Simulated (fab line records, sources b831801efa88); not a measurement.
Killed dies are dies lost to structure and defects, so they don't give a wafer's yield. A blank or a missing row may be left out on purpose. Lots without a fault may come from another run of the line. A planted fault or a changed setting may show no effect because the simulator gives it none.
Split-lot experiment | flow sfq_line | 5 lots, 23 wafers read, on a route of 325 steps

THE SPLIT
At SFQ_TRILAYER_M8_LITHO_COAT_193 (resist thk 600 nm), the setting resist_thk_nm was moved away from the recipe's 600 nm on 6 of the 23 wafers read, by -2.1% to +3.3%. The other wafers ran this setting at the recipe's value.

The reading is taken at the split's own step.

THE READING
KrF_of_TRILAYER_M8_LITHO_COAT_193.thk_nm (the simulator's own value, which no gauge read), in nm, at SFQ_TRILAYER_M8_LITHO_COAT_193 (resist thk 600 nm). The file gives no usual value for it. The 17 wafers here that ran the recipe average 599.1 nm, standard deviation 1.8 nm.

wafer  | tool, chamber at the split | resist_thk_nm as run, nm | against the recipe | KrF_of_TRILAYER_M8_LITHO_COAT_193.thk_nm, nm | against lot-mates on the recipe
L075.1 | litho_track-01, 0          | 600                      | recipe             | 600.9                                        | -
L075.2 | litho_track-01, 0          | 600                      | recipe             | 598.6                                        | -
L075.5 | litho_track-01, 0          | 600                      | recipe             | 598.6                                        | -
L075.3 | litho_track-01, 0          | 600                      | recipe             | 600.4                                        | -
L075.6 | litho_track-01, 0          | 600                      | recipe             | 599.3                                        | -
L077.1 | litho_track-04, 0          | 619.8                    | +3.3%              | 618.8                                        | +21.1
L077.3 | litho_track-04, 0          | 619.8                    | +3.3%              | 617.2                                        | +19.5
L077.4 | litho_track-04, 0          | 600                      | recipe             | 597.7                                        | -
L077.5 | litho_track-04, 0          | 600                      | recipe             | 597.7                                        | -
L077.6 | litho_track-04, 0          | 619.8                    | +3.3%              | 618.3                                        | +20.6
L078.1 | litho_track-01, 0          | 600                      | recipe             | 597.7                                        | -
L078.5 | litho_track-01, 0          | 600                      | recipe             | 599.8                                        | -
L078.6 | litho_track-01, 0          | 600                      | recipe             | 600.7                                        | -
L079.2 | litho_track-01, 0          | 587.1                    | -2.1%              | 589.9                                        | -12.6
L079.3 | litho_track-01, 0          | 587.1                    | -2.1%              | 588.9                                        | -13.6
L079.4 | litho_track-01, 0          | 600                      | recipe             | 603.4                                        | -
L079.5 | litho_track-01, 0          | 600                      | recipe             | 601.6                                        | -
L079.6 | litho_track-01, 0          | 587.1                    | -2.1%              | 589.4                                        | -13.1
L080.1 | litho_track-03, 0          | 600                      | recipe             | 597.2                                        | -
L080.2 | litho_track-03, 0          | 600                      | recipe             | 596.6                                        | -
L080.3 | litho_track-03, 0          | 600                      | recipe             | 598.1                                        | -
L080.4 | litho_track-03, 0          | 600                      | recipe             | 598                                          | -
L080.5 | litho_track-03, 0          | 600                      | recipe             | 597.6                                        | -

THE FIT
A straight line over all 23 wafers: KrF_of_TRILAYER_M8_LITHO_COAT_193.thk_nm changes by +5.36 nm for each +1% of resist_thk_nm; r = +0.98; the points scatter about the line by 1.8 nm.
The same after taking each lot's own level away (the mean of its wafers on the recipe; 23 wafers): +6.15 nm for each +1%; r = +1.00; scatter 0.82 nm.
On that fit, the largest move of resist_thk_nm shifts the reading by 20 nm.
The lots' own levels span 597.50 to 602.50 nm, that is 2.8 times the standard deviation above.
So the lot-to-lot level changes the slope: the two fits differ.
Check: with one of the wafers moved furthest among these (+3.3%) left out of the fit, the line predicts +20.1 nm for it against its lot-mates. It came out at +21.1 nm against them.

OTHER SPLITS ON THESE WAFERS
These wafers also went through other splits before the reading. Each is held against what the fit with the lots' levels taken away leaves over:
other split on the same wafers                   | wafers away from the commonest value | r with KrF_of_TRILAYER_M8_LITHO_COAT_193.thk_nm (lot level and that fit taken away)
SFQ_TRILAYER_M6_LITHO_COAT_164 resist_thk_nm     | 5                                    | +0.03
SFQ_TRILAYER_I6_VIA_LITHO_COAT_169 resist_thk_nm | 4                                    | -0.25
SFQ_TRILAYER_I6_VIA_LITHO_PEB_172 peb_temp_c     | 6                                    | +0.06
SFQ_TRILAYER_M7_DEP_SPUTTER_175 time_s           | 10                                   | +0.08
SFQ_TRILAYER_M7_LITHO_EXPOSE_178 dose_mj         | 5                                    | +0.22
SFQ_TRILAYER_I7_DEP_PECVD_183 rf_w               | 7                                    | -0.01

THE FILE'S OWN FIT
KrF_of_TRILAYER_M8_LITHO_COAT_193.thk_nm changes by +6.15 nm for each +1% of resist_thk_nm, r = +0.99.
